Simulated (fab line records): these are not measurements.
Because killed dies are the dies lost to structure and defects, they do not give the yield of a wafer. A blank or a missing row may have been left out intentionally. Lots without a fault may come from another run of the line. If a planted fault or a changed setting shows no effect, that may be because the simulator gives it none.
What tool caused it? :: flow sky130 :: 11 lots, 33 wafers sampled, at 3 steps of a route of 708

## WHAT THE GAUGES READ, wafer by wafer
SKY_VIA1_RS_MEAS_22: a four-point-probe measurement.
lot: L220
measured: day 33 23:46
on: film-metro-02
VIA1_W_RS (ohm/sq): 0.428 0.433 0.433

lot: L222
measured: day 34 20:01
on: film-metro-01
VIA1_W_RS (ohm/sq): 0.432 0.438 0.437

lot: L223
measured: day 35 08:11
on: film-metro-04
VIA1_W_RS (ohm/sq): 0.427 0.427 0.423

lot: L232
measured: day 38 12:25
on: film-metro-02
VIA1_W_RS (ohm/sq): 0.454 0.455 0.449

lot: L234
measured: day 39 02:34
on: film-metro-04
VIA1_W_RS (ohm/sq): 0.465 0.464 0.460

lot: L235
measured: day 39 07:50
on: film-metro-04
VIA1_W_RS (ohm/sq): 0.431 0.425 0.434

lot: L237
measured: day 39 11:13
on: film-metro-04
VIA1_W_RS (ohm/sq): 0.426 0.421 0.429

lot: L239
measured: day 40 02:00
on: film-metro-02
VIA1_W_RS (ohm/sq): 0.434 0.423 0.431

lot: L240
measured: day 40 18:59
on: film-metro-02
VIA1_W_RS (ohm/sq): 0.437 0.435 0.424

lot: L243
measured: day 41 04:25
on: film-metro-01
VIA1_W_RS (ohm/sq): 0.425 0.430 0.425

lot: L242
measured: day 41 04:28
on: film-metro-02
VIA1_W_RS (ohm/sq): 0.432 0.430 0.430

## WHAT TOOL EACH LOT RAN ON (gives the tool, then ch and the chambers of the sampled wafers, and finally the start)
lot: L220
SKY_CONTACT_SPUTTER_23: pvd-sputter-03, day 31 14:55
SKY_VIA1_CVD_21: cvd-w-01 ch 0,1, day 33 23:41

lot: L222
SKY_CONTACT_SPUTTER_23: pvd-sputter-03, day 32 11:05
SKY_VIA1_CVD_21: cvd-w-01 ch 0,1, day 34 19:56

lot: L223
SKY_CONTACT_SPUTTER_23: pvd-sputter-04, day 32 23:55
SKY_VIA1_CVD_21: cvd-w-02 ch 0,1, day 35 08:06

lot: L232
SKY_CONTACT_SPUTTER_23: pvd-sputter-03, day 36 04:45
SKY_VIA1_CVD_21: cvd-w-02 ch 0,1, day 38 12:19

lot: L234
SKY_CONTACT_SPUTTER_23: pvd-sputter-03, day 36 19:59
SKY_VIA1_CVD_21: cvd-w-02 ch 0,1, day 39 02:28

lot: L235
SKY_CONTACT_SPUTTER_23: pvd-sputter-04, day 37 02:35
SKY_VIA1_CVD_21: cvd-w-01 ch 0,1, day 39 07:44

lot: L237
SKY_CONTACT_SPUTTER_23: pvd-sputter-03, day 37 04:34
SKY_VIA1_CVD_21: cvd-w-01 ch 0,1, day 39 11:07

lot: L239
SKY_CONTACT_SPUTTER_23: pvd-sputter-01, day 37 20:25
SKY_VIA1_CVD_21: cvd-w-01 ch 0,1, day 40 01:53

lot: L240
SKY_CONTACT_SPUTTER_23: pvd-sputter-01, day 38 13:57
SKY_VIA1_CVD_21: cvd-w-01 ch 0,1, day 40 18:53

lot: L243
SKY_CONTACT_SPUTTER_23: pvd-sputter-03, day 38 21:24
SKY_VIA1_CVD_21: cvd-w-01 ch 0,1, day 41 04:18

lot: L242
SKY_CONTACT_SPUTTER_23: pvd-sputter-03, day 38 22:24
SKY_VIA1_CVD_21: cvd-w-02 ch 0,1, day 41 04:22
- SKY_CONTACT_SPUTTER_23: material TiN, target thk 20 nm, time 80 s.
- SKY_VIA1_CVD_21: deposits W, target thk 270 nm, time 80.902 s.

## THE ANSWER, worked out from the rows above alone
Rule: what is usual is taken from the lots themselves. The widest of any qualifying gaps counts: lots, ordered by their means at a reading, are off when they make up no more than a third of the lots, leave a main group of 4 or more, and stand apart from it by 3 or more times the standard deviation of that group's means. Not used: any main group whose means are identical at the precision the tables above print for the reading. A lot without any number at a reading at which 4 lots or more have one is off too. All remaining lots with rows at the step are treated as sound.
Off: L232, L234, at SKY_VIA1_RS_MEAS_22 (VIA1_W_RS). For the main group the mean is 0.430 ohm/sq and the standard deviation 0.0031.
If a tool, at a process step before that reading, ran all the lots that are off and no sound lot after the first of them, it fits. Those tools and the gauges at SKY_VIA1_RS_MEAS_22 are tried in the same way. Of those tried, none fits.

## WHAT WAS PUT IN BY THE SIMULATOR
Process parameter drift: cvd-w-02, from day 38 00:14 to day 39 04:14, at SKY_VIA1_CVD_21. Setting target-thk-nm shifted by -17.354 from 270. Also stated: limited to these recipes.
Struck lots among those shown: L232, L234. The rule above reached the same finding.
